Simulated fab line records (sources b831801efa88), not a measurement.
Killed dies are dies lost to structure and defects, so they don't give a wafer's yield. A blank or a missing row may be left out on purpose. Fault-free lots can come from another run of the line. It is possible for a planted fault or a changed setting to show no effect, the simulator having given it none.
The tool behind it: which one? -- flow gf180mcu -- 14 lots with 41 wafers sampled at 6 steps, on a route of 602 steps

== WHAT THE GAUGES READ, wafer by wafer ==
GF_NSD_CD_MEAS_07 targets a cd of 400 nm. Usual: 400.1 nm for cd-nm, sd 2.1.
lot,measured,on,cd-nm (nm),flag
L973,day 13 13:07,cd-sem-01,400.0 402.2 401.0,
L974,day 14 01:03,cd-sem-02,402.3 400.2 401.9,
L975,day 14 13:39,cd-sem-01,404.4 404.0 400.7,
L976,day 15 00:53,cd-sem-02,- - -,OFF
L977,day 15 01:36,cd-sem-01,- - -,OFF
L978,day 15 06:24,cd-sem-01,- - -,OFF
L985,day 17 17:51,cd-sem-01,402.4 400.3 400.8,
L986,day 17 19:02,cd-sem-02,396.8 398.3 398.4,
L990,day 19 07:54,cd-sem-01,400.0 396.9 397.4,
L991,day 19 11:27,cd-sem-01,398.7 397.7 398.2,
L993,day 20 05:24,cd-sem-01,401.8 402.2 399.8,
L994,day 20 08:49,cd-sem-02,400.9 400.0 400.2,
L995,day 20 15:41,cd-sem-02,400.7 399.3,
L996,day 20 17:23,cd-sem-02,400.1 400.1 397.7,

GF_PSD_TW_MEAS_11. Usual: PSD_TW 3194, standard deviation 39.
lot,measured,on,PSD_TW,flag
L973,day 14 10:37,film-metro-02,3151 3153 3162,
L974,day 14 23:37,film-metro-04,3184 3197 3192,
L975,day 15 12:02,film-metro-03,3212 3223 3211,
L976,day 15 22:47,film-metro-03,4287 4251 4274,OFF
L977,day 16 00:07,film-metro-03,4287 4309 4298,OFF
L978,day 16 04:20,film-metro-03,4331 4300 4317,OFF
L985,day 18 17:17,film-metro-03,3259 3234 3238,
L986,day 18 19:32,film-metro-02,3147 3154 3130,
L990,day 20 08:53,film-metro-04,3175 3173 3174,
L991,day 20 12:15,film-metro-03,3207 3220 3208,
L993,day 21 06:38,film-metro-03,3267 3247 3248,
L994,day 21 08:52,film-metro-04,3161 3185 3189,
L995,day 21 15:08,film-metro-02,3131 3141,
L996,day 21 17:50,film-metro-03,3255 3244 3259,

GF_V1_OVL_MEAS_15. Usual: V1_OVL 1 nm, standard deviation 5.2.
lot,measured,on,V1_OVL (nm),flag
L973,day 18 09:44,overlay-01,6 9 14,
L974,day 18 23:25,overlay-01,10 4 5,
L975,day 19 11:46,overlay-02,1 -2 3,
L976,day 20 01:04,overlay-02,8 0 9,
L977,day 20 02:54,overlay-02,3 -4 -5,
L978,day 20 06:49,overlay-01,5 -6 -5,
L985,day 22 21:15,overlay-01,3 3 8,
L986,day 23 00:13,overlay-01,5 11 6,
L990,day 24 10:57,overlay-02,6 5 6,
L991,day 24 12:28,overlay-02,0 1 -2,
L993,day 25 06:27,overlay-02,-1 -2 2,
L994,day 25 08:23,overlay-01,2 -1 5,
L995,day 25 13:04,overlay-02,3 0,
L996,day 25 14:40,overlay-01,-1 3 11,

GF_M2_OVL_MEAS_15. Usual: M2_OVL -3 nm, standard deviation 4.8.
lot,measured,on,M2_OVL (nm),flag
L973,day 19 11:19,overlay-02,0 6 -9,
L974,day 20 01:25,overlay-01,5 6 7,
L975,day 20 13:31,overlay-02,2 -3 -4,
L976,day 21 02:33,overlay-01,-1 -2 -2,
L977,day 21 04:13,overlay-02,-2 -1 -5,
L978,day 21 08:42,overlay-02,-9 -7 -2,
L985,day 23 21:27,overlay-02,1 5 -6,
L986,day 24 00:17,overlay-02,2 2 0,
L990,day 25 09:55,overlay-01,-6 0 0,
L991,day 25 11:45,overlay-02,-6 -4 -1,
L993,day 26 06:46,overlay-01,-5 -10 -3,
L994,day 26 08:02,overlay-02,3 -12 1,
L995,day 26 11:42,overlay-02,4 -5,
L996,day 26 12:50,overlay-02,3 2 2,

GF_V2_THK_MEAS_25: measures by xrf. Usual: V2_W_THK 357 nm, standard deviation 6.
lot,measured,on,V2_W_THK (nm),flag
L973,day 20 13:39,film-metro-04,349 349 355,
L974,day 21 03:17,film-metro-01,344 359 364,
L975,day 21 15:23,film-metro-04,360 354 347,
L976,day 22 04:40,film-metro-02,348 349 364,
L977,day 22 06:32,film-metro-01,351 349 345,
L978,day 22 10:32,film-metro-04,352 358 365,
L985,day 24 21:58,film-metro-02,356 356 362,
L986,day 25 00:28,film-metro-01,352 339 351,
L990,day 26 10:57,film-metro-04,373 367 362,
L991,day 26 12:23,film-metro-01,348 351 357,
L993,day 27 06:11,film-metro-02,356 361 362,
L994,day 27 06:33,film-metro-04,350 359 368,
L995,day 27 09:58,film-metro-02,361 362,
L996,day 27 11:36,film-metro-02,357 361 362,

== EACH LOT AND THE TOOL THAT RAN IT (in order: tool; ch and the chambers of the sampled wafers; start) ==
lot,GF_NSD_COAT_02
L973,"litho-track-04 ch 0, day 13 02:50"
L974,"litho-track-03 ch 0, day 13 14:54"
L975,"litho-track-04 ch 0, day 14 02:56"
L976,"litho-track-03, day 14 13:57"
L977,"litho-track-03, day 14 14:33"
L978,"litho-track-04, day 14 19:26"
L985,"litho-track-04 ch 0, day 17 06:05"
L986,"litho-track-04 ch 0, day 17 07:22"
L990,"litho-track-04 ch 0, day 18 19:47"
L991,"litho-track-04 ch 0, day 18 23:16"
L993,"litho-track-01 ch 0, day 19 17:53"
L994,"litho-track-04 ch 0, day 19 20:47"
L995,"litho-track-04 ch 0, day 20 03:11"
L996,"litho-track-04 ch 0, day 20 05:10"
- GF_NSD_COAT_02: resist thk 1000 nm.

== AS READ BY THE TOOLS THEMSELVES (means over the sampled wafers that have a number; for cases with no such wafer, the mark the record gives instead) ==
GF_NSD_COAT_02. Usual: chill-plate-temp-C 22.97 C, standard deviation 0.091; dispense-pressure-kPa 51.5 kPa, standard deviation 0.99.
lot,tool,chill-plate-temp-C (C),dispense-pressure-kPa (kPa),flag
L973,litho-track-04,22.94,51.8,
L974,litho-track-03,22.94,49.6,
L975,litho-track-04,22.99,51.9,
L976,litho-track-03,-,-,OFF
L977,litho-track-03,-,-,OFF
L978,litho-track-04,-,-,OFF
L985,litho-track-04,22.99,51.8,
L986,litho-track-04,23.01,51.8,
L990,litho-track-04,22.90,51.9,
L991,litho-track-04,22.98,51.8,
L993,litho-track-01,23.00,52.5,
L994,litho-track-04,22.91,51.9,
L995,litho-track-04,22.92,51.9,
L996,litho-track-04,23.02,51.8,

== THE ANSWER, worked out from the rows above alone ==
Rule: lot off if the mean of its wafers having a number is beyond 3 standard deviations from the usual mean. Also off: a lot with no number at a reading for which 4 or more lots have one. All remaining lots with rows at the step are treated as sound. First the gauges in route order, then the tools' own readings, where a lot's mean is used as printed above. The first step at which some lot is off is used, and at that step the reading that is off furthest; a lot without a number counts as furthest.
Off, at GF_NSD_CD_MEAS_07 on cd-nm: L976, L977, L978. Without a number there: L976, L977, L978.
A tool fits if, at a process step before that reading, it ran every lot that is off, and no sound lot after the first of them. The gauges at GF_NSD_CD_MEAS_07 aren't tried: what is off there is off at GF_PSD_TW_MEAS_11 too, on other tools, and a gauge's error can't cause that. Not one of the candidates tried fits.

== WHAT HAD BEEN PUT IN BY THE SIMULATOR ==
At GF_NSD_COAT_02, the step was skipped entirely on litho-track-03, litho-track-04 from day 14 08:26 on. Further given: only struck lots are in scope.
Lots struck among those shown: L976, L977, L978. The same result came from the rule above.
